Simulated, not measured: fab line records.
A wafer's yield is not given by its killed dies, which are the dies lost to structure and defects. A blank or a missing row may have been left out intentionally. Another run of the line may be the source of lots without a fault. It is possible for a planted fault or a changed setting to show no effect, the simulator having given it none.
Which tool did it?	flow sky130	36 wafers from 12 lots sampled at 2 of the route's 708 steps

== WHAT EACH GAUGE READ, for each wafer ==
SKY_CAP2M_OVL_MEAS_12. Usual: CAP2M_OVL gives 0.0 nm (standard deviation 1.3).
lot	measured	on	CAP2M_OVL (nm)	flag
L392	day 40 10:23	overlay-02	1.3 0.8 1.2	
L393	day 41 02:47	overlay-02	-1.8 -1.1 1.2	
L395	day 41 09:52	overlay-02	-0.1 1.1 0.9	
L396	day 41 15:10	overlay-01	1.0 2.6 0.9	
L397	day 42 00:43	overlay-02	1.0 1.2 1.8	
L400	day 43 20:37	overlay-02	-0.2 -0.4 0.1	
L401	day 43 23:29	overlay-02	2.1 0.3 0.5	
L403	day 44 04:52	overlay-02	1.6 2.2 0.5	
L411	day 46 01:58	overlay-02	1.8 -0.2 -1.5	
L413	day 46 05:56	overlay-01	-0.2 2.1 1.6	
L412	day 46 09:21	overlay-01	0.1 2.4 0.8	
L414	day 46 15:17	overlay-02	-1.2 -1.4 -0.3	

== EACH LOT AND THE TOOL THAT RAN IT (in order: tool; ch and the chambers of the sampled wafers; start) ==
lot	SKY_METAL4_SPUTTER_03
L392	pvd sputter-03, day 39 09:37
L393	pvd sputter-04, day 40 02:18
L395	pvd sputter-03, day 40 10:34
L396	pvd sputter-03, day 40 15:10
L397	pvd sputter-03, day 41 00:59
L400	pvd sputter-01, day 42 21:50
L401	pvd sputter-03, day 43 01:31
L403	pvd sputter-04, day 43 07:08
L411	pvd sputter-03, day 45 04:06
L413	pvd sputter-01, day 45 09:34
L412	pvd sputter-03, day 45 12:17
L414	pvd sputter-04, day 45 19:11
- SKY_METAL4_SPUTTER_03: material Ti, target thk 5 nm, time 3.3 s.

== WHAT THE TOOLS THEMSELVES READ (means of the sampled wafers that have a number; where no wafer has one, the mark that the record gives instead) ==
SKY_METAL4_SPUTTER_03. Usual: throttle valve pct reads 29.5 % (standard deviation 0.87).
lot	tool	throttle valve pct (%)	flag
L392	pvd sputter-03	29.5	
L393	pvd sputter-04	30.0	
L395	pvd sputter-03	29.4	
L396	pvd sputter-03	29.9	
L397	pvd sputter-03	30.1	
L400	pvd sputter-01	28.2	
L401	pvd sputter-03	30.0	
L403	pvd sputter-04	29.5	
L411	pvd sputter-03	29.7	
L413	pvd sputter-01	28.5	
L412	pvd sputter-03	29.6	
L414	pvd sputter-04	30.4	

== THE ANSWER, worked out from the rows above alone ==
Rule: a lot counts as off when the mean over its wafers that have a number is more than 3 standard deviations away from the usual mean. Also off: a lot with no number at a reading for which 4 or more lots have one. Any other lot the step has rows for is counted as sound. First the gauges in route order, then the tools' own readings, where a lot's mean is used as printed above. The first step at which some lot is off is used, and at that step the reading that is off furthest; a lot without a number counts as furthest.
Across all readings shown, no lot is off: no conclusion can be drawn from this.

== WHAT WAS PUT IN BY THE SIMULATOR ==
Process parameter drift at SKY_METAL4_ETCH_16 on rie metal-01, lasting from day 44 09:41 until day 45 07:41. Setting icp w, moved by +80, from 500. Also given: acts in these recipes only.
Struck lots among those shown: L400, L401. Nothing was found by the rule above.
